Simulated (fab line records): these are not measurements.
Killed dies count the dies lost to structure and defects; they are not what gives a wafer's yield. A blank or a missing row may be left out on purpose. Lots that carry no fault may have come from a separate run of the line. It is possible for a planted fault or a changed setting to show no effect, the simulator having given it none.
Split-lot experiment	flow sky130	route with 708 steps; 5 lots, 23 wafers read

THE SPLIT ITSELF
At SKY_RES_XHIGH_COAT_02 (resist thk 1140 nm), the setting resistThkNm was moved away from the recipe's 1140 nm on 9 of the 23 wafers read, by +1.8% to +3.4%. The other wafers ran this setting at the recipe's value.

The reading is taken at the split's own step.

THE READING
NOVOLAK_of_RES_XHIGH_COAT_02.thkNm (the simulator's own value, which no gauge read), in nm, at SKY_RES_XHIGH_COAT_02 (resist thk 1140 nm). There is no usual value for it anywhere in the file. The 14 wafers here that ran the recipe average 1145 nm, standard deviation 3 nm.

wafer	tool, chamber at the split	resistThkNm as run, nm	against the recipe	NOVOLAK_of_RES_XHIGH_COAT_02.thkNm, nm	against lot-mates on the recipe
L076.2	lithoTrack-03, 0	1160	+1.8%	1166	+22
L076.3	lithoTrack-03, 0	1160	+1.8%	1167	+23
L076.4	lithoTrack-03, 0	1140	recipe	1145	-
L076.5	lithoTrack-03, 0	1140	recipe	1141	-
L076.6	lithoTrack-03, 0	1140	recipe	1147	-
L079.1	lithoTrack-03, 0	1179	+3.4%	1186	+39
L079.2	lithoTrack-03, 0	1140	recipe	1149	-
L079.3	lithoTrack-03, 0	1140	recipe	1144	-
L079.4	lithoTrack-03, 0	1179	+3.4%	1185	+38
L079.5	lithoTrack-03, 0	1140	recipe	1147	-
L081.1	lithoTrack-03, 0	1140	recipe	1146	-
L081.2	lithoTrack-03, 0	1140	recipe	1150	-
L081.6	lithoTrack-03, 0	1140	recipe	1149	-
L080.1	lithoTrack-03, 0	1140	recipe	1143	-
L080.3	lithoTrack-03, 0	1172	+2.8%	1175	+30
L080.4	lithoTrack-03, 0	1140	recipe	1146	-
L080.5	lithoTrack-03, 0	1172	+2.8%	1174	+30
L080.6	lithoTrack-03, 0	1172	+2.8%	1178	+34
L085.1	lithoTrack-04, 0	1140	recipe	1142	-
L085.2	lithoTrack-04, 0	1140	recipe	1141	-
L085.4	lithoTrack-04, 0	1140	recipe	1141	-
L085.5	lithoTrack-04, 0	1167	+2.4%	1166	+25
L085.6	lithoTrack-04, 0	1167	+2.4%	1171	+30

THE FIT
A straight line over all 23 wafers: NOVOLAK_of_RES_XHIGH_COAT_02.thkNm changes by +11.2 nm for each +1% of resistThkNm; r = +0.98; the points scatter about the line by 3 nm.
The same after taking each lot's own level away (the mean of its wafers on the recipe; 23 wafers): +11.4 nm for each +1%; r = +0.99; scatter 1.9 nm.
Per that fit: largest resistThkNm move, reading shift of 39 nm.
The span of the lots' own levels, 1141.3 to 1148.3 nm, comes to 2.3 times the standard deviation stated above.
So the lot-to-lot level changes the slope little: the two slopes agree.
Check: with one of the wafers moved furthest among these (+3.4%) left out of the fit, the line predicts +38.9 nm for it against its lot-mates. Against them it came out at +39.3 nm.

FURTHER SPLITS ON THESE WAFERS
Other splits were also applied to these wafers ahead of the reading. Each is held against what the fit with the lots' levels taken away leaves over:
other split on the same wafers	wafers away from the commonest value	r with NOVOLAK_of_RES_XHIGH_COAT_02.thkNm (lot level and that fit taken away)
SKY_POLY_CUT_EXPOSE_05 doseMj	7	+0.10
SKY_SD_P_DEVELOP_06 devTempC	8	-0.08

THE WHOLE CHAIN: every reading that the file lists as answering this split, in the file's order
step	what it does	reading	change (the file's fit)	r (the file's)
SKY_RES_XHIGH_COAT_02	resist thk 1140 nm	NOVOLAK_of_RES_XHIGH_COAT_02.thkNm (the simulator's own value, which no gauge read)	+11.5 nm for each +1% of the setting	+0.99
SKY_RES_XHIGH_STRIP_08	strips in O2/N2	stripTimeToEndpointS	withheld for each +1% of the setting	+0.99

THE FILE'S OWN FIT
NOVOLAK_of_RES_XHIGH_COAT_02.thkNm changes by +11.5 nm for each +1% of resistThkNm, r = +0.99.
